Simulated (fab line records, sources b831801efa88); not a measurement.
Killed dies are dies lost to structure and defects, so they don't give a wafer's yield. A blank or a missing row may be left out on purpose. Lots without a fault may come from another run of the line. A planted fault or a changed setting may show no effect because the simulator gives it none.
Problem report in the 8D (eight disciplines) form, filled by code | flow gf180mcu | the parts of the form that need people (team, actions taken, sign-off) are left out

1. THE PROBLEM
dose_ions_cm2 at GF_HV_LDD_IMPLANT_34 reads a mean of 6.669e+12 on 6 wafers of 2 lots; wafers without a fault read 7.499e+12 with a standard deviation of 8.5e+09. That is -98 standard deviations from the usual mean.
First seen on wafer L961.3, day 13 16:20, on implanter-04. The record holds 18 wafers of 6 lots with a number at this step. Rule for "out", or "out of limits": more than 4 standard deviations from the usual mean. The other wafers with a number count as sound.

2. WHAT IT IS AND WHAT IT IS NOT
question                    | is                                | is not
which readings at this step | dose_ions_cm2, faraday_current_uA | -
which lots                  | L961, L964                        | L954, L955, L968, L977
which wafers of those lots  | all that have a number            | -
read on which tools         | implanter-04                      | implanter-01, implanter-03
when                        | from day 13 16:20                 | up to then (6 sound wafers); but 6 sound wafers of L968, L977 came after

3. SUSPECTS, AND WHAT RULES EACH OUT
Counting: a tool at a process step up to the reading stays a suspect if it ran every lot that is out and no sound lot after the first of them.
- implanter-04 at GF_HV_LDD_IMPLANT_34: kept. It ran every lot that is out, first L961 (day 13 16:20), and no sound lot after that; its last sound lot up to then is L955 (day 11 21:05). Its own readings are out on those wafers: dose_ions_cm2, faraday_current_uA.
Left after counting: implanter-04 at GF_HV_LDD_IMPLANT_34.

4. THE CAUSE (what the simulator had put in)
Process parameter drift: implanter-04, from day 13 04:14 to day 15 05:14, at GF_HV_LDD_IMPLANT_34. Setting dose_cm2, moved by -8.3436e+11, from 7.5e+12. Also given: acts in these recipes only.
Counting left only this tool.

5. THE CHAIN OF EFFECTS, in route order
Each row: a reading whose mean over the struck wafers that have a number lies more than 3 standard deviations from the usual. Only readings for which the record gives a usual standard deviation are gone through. hours: the time from each lot's start at the first step in this table that gives one to its start at this step, as a median over the lots. sigmas: the change in usual standard deviations.
hours | step                 | reading            | usual     | on struck wafers | change     | sigmas
0     | GF_HV_LDD_IMPLANT_34 | dose_ions_cm2      | 7.499e+12 | 6.669e+12        | -8.303e+11 | -98
0     | GF_HV_LDD_IMPLANT_34 | faraday_current_uA | 42.2      | 37.0             | -5.2       | -6.3
The process steps in it:
- GF_HV_LDD_IMPLANT_34

6. WHAT WOULD HAVE CAUGHT IT SOONER
In this record the first reading out of limits was taken at day 13 16:20, 12 hours after the fault began at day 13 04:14.
